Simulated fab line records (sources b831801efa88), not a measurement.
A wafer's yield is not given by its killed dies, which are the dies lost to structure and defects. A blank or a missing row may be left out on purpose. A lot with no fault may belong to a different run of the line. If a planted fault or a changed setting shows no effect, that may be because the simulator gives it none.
A lot that was struck, set against a sound lot :: flow sky130 :: 31 steps out of a route of 708
Sound: these wafers, L341.1, L341.4, L341.5. The struck wafers were L352.1, L352.5, L352.6. Last of all comes the cause.
Each step with rows lists, per side, the tool, then ch with its chambers, then its first start. Under that, the readings that differ: sound wafers :: struck wafers :: difference of the means :: sigmas: that difference in standard deviations of wafers without a fault.
alike: words and numbers the same on both sides, and readings whose means are apart by under 2 such deviations; not compared: readings that were withheld, readings missing a value for some wafer, numbers with overlapping values and no deviation given by the record, and bounds like >300 which may hide the same value.
Wherever a step has rows on one side only, a row that says differs or no value, or a row with sigmas, the two part there. Numbers that don't overlap but have no deviation are shown without sigmas and don't part them. A reading that every wafer of one side lacks parts them only if that side has two wafers or more.

first, 1 step without rows for these wafers: SKY_PWDE_IMPLANT_08.
SKY_PWDE_STRIP_09: strips in O2/N2.
  sound on plasmaAsher-03 ch 0,1, day 4 04:10; struck on plasmaAsher-03 ch 0,1, day 6 21:00
  alike: drypumpMotorCurrentA, oesProductAu, stripTimeToEndpointS
  not compared: rfHoursCounterH
SKY_PWDE_TW_MEAS_10:
  sound on filmMetro-01, day 4 04:16; struck on filmMetro-01, day 6 21:06
  alike: PWDE_TW
then, 7 steps without rows for these wafers: SKY_NWELL_DEHYDRATE_03 (time 60 s); SKY_NWELL_HMDS_04 (prime time 60 s); SKY_NWELL_COAT_05 (resist thk 3000 nm); SKY_NWELL_SOFTBAKE_06; SKY_NWELL_EXPOSE_07 (exposes mask NWM, target cd 840 nm); SKY_NWELL_PEB_08; SKY_NWELL_DEVELOP_09 (develop time 60 s).
SKY_NWELL_OVL_MEAS_10:
  sound on overlay-01, day 4 20:55; struck on overlay-01, day 7 16:31
  alike: NWELL_00_OVL
following that, these wafers have no rows for 1 step: SKY_NWELL_IMPLANT_11.
SKY_NWELL_IMPLANT_12:
  sound on implanter-01 ch 0, day 4 21:06; struck on implanter-04 ch 0, day 7 17:01
following that, these wafers have no rows for 1 step: SKY_NWELL_IMPLANT_13.
SKY_NWELL_STRIP_14: strips in O2/N2.
  sound on plasmaAsher-04 ch 0,1, day 4 21:24; struck on plasmaAsher-03 ch 0,1, day 7 17:19
  alike: drypumpMotorCurrentA, oesProductAu, stripTimeToEndpointS
  not compared: rfHoursCounterH
SKY_NWELL_TW_MEAS_15:
  sound on filmMetro-01, day 4 21:30; struck on filmMetro-02, day 7 17:27
reading: NWELL_TW
sound: 1820 1813 1819
struck: 1864 1850 1860
difference: +41
sigmas: +4
then, 7 steps without rows for these wafers: SKY_NWELL_DEHYDRATE_16 (time 60 s); SKY_NWELL_HMDS_17 (prime time 60 s); SKY_NWELL_COAT_18 (resist thk 3000 nm); SKY_NWELL_SOFTBAKE_19; SKY_NWELL_EXPOSE_20 (exposes mask NWM COMPLEMENT, target cd 840 nm); SKY_NWELL_PEB_21; SKY_NWELL_DEVELOP_22 (develop time 60 s).
SKY_NWELL_OVL_MEAS_23:
  sound on overlay-02, day 5 14:25; struck on overlay-01, day 8 12:49
  alike: NWELL_01_OVL
following that, these wafers have no rows for 1 step: SKY_NWELL_IMPLANT_24.
SKY_NWELL_STRIP_25: strips in O2/N2.
  sound on plasmaAsher-03 ch 0,1, day 5 14:36; struck on plasmaAsher-04 ch 0,1, day 8 12:59
  alike: drypumpMotorCurrentA, oesProductAu, stripTimeToEndpointS
  not compared: rfHoursCounterH
SKY_NWELL_TW_MEAS_26:
  sound on filmMetro-04, day 5 14:42; struck on filmMetro-04, day 8 13:05
  alike: NWELL_2_TW
then, 1 step without rows for these wafers: SKY_NWELL_CLEAN_27 (cleans in SC1/SC2, time 150 s).
SKY_NWELL_RTA_28: time 30 s.
  sound on rtpAnneal-02 ch 0, day 5 14:49; struck on rtpAnneal-01 ch 0, day 8 13:12
  alike: annealTempCMax, lampPowerPct, wafer_temp_C_max
SKY_NWELL_RS_MEAS_29: measures by four-point-probe.
  sound on filmMetro-04, day 5 14:55; struck on filmMetro-02, day 8 13:18
reading: NWELL_RS (ohm/sq)
sound: 623.6 624.7 626.1
struck: 593.9 594.1 594.6
difference: -30.6
sigmas: -19
-- the record jumps here: 41 days lie between the struck wafers' starts before and after (it left off in module NWELL and takes up again in module PAD_OPEN, whose first step shown is number 708 of the route) --
SKY_PAD_OPEN_PROBE_99:
  sound on prober-01, day 46 02:47; struck on prober-02, day 49 04:17
reading: model.etest.nfet_16v.rOnOhmUm
sound: 1.407e+04 1.425e+04 1.418e+04
struck: 1.329e+04 1.352e+04 1.332e+04
difference: -7.900e+02
sigmas: 

reading: model.etest.pfetG5v0d10v5.rOnOhmUm
sound: 4754 4798 4766
struck: 5223 5305 5267
difference: +492
sigmas: 

reading: model.etest.tipP.rsOhmSq
sound: 6949 6926 6919
struck: 7171 7246 7186
difference: +270
sigmas: 

reading: model.etest.tip_p_5v.rsOhmSq
sound: 2812 2846 2806
struck: 3044 3020 3048
difference: +216
sigmas: 

reading: model.etest.pfetG5v0d10v5.driveUaUm
sound: 344 337 343.3
struck: 303.1 295 296.7
difference: -43.2
sigmas: 

reading: model.etest.pfet_01v8_lvt.driveUaUm
sound: 174.8 173.3 175.5
struck: 144.6 143.2 142.1
difference: -31.2
sigmas: 
  alike: killed_at_M0_to_M3, killed_at_M4_up, killedAtContacts, killedAtFrontEnd, killedAtOther, killedDies, killedOpen, killedShort
  not compared: model.etest.pfet_16v.rOnOhmUm, model.etest.pfet_01v8.rOnOhmUm

== WHERE THEY PART ==
First at SKY_NWELL_TW_MEAS_15; last, within this record, at SKY_NWELL_RS_MEAS_29. Later steps at which nothing parts them and some readings are alike: SKY_PAD_OPEN_PROBE_99.

WHY: what had been put in by the simulator
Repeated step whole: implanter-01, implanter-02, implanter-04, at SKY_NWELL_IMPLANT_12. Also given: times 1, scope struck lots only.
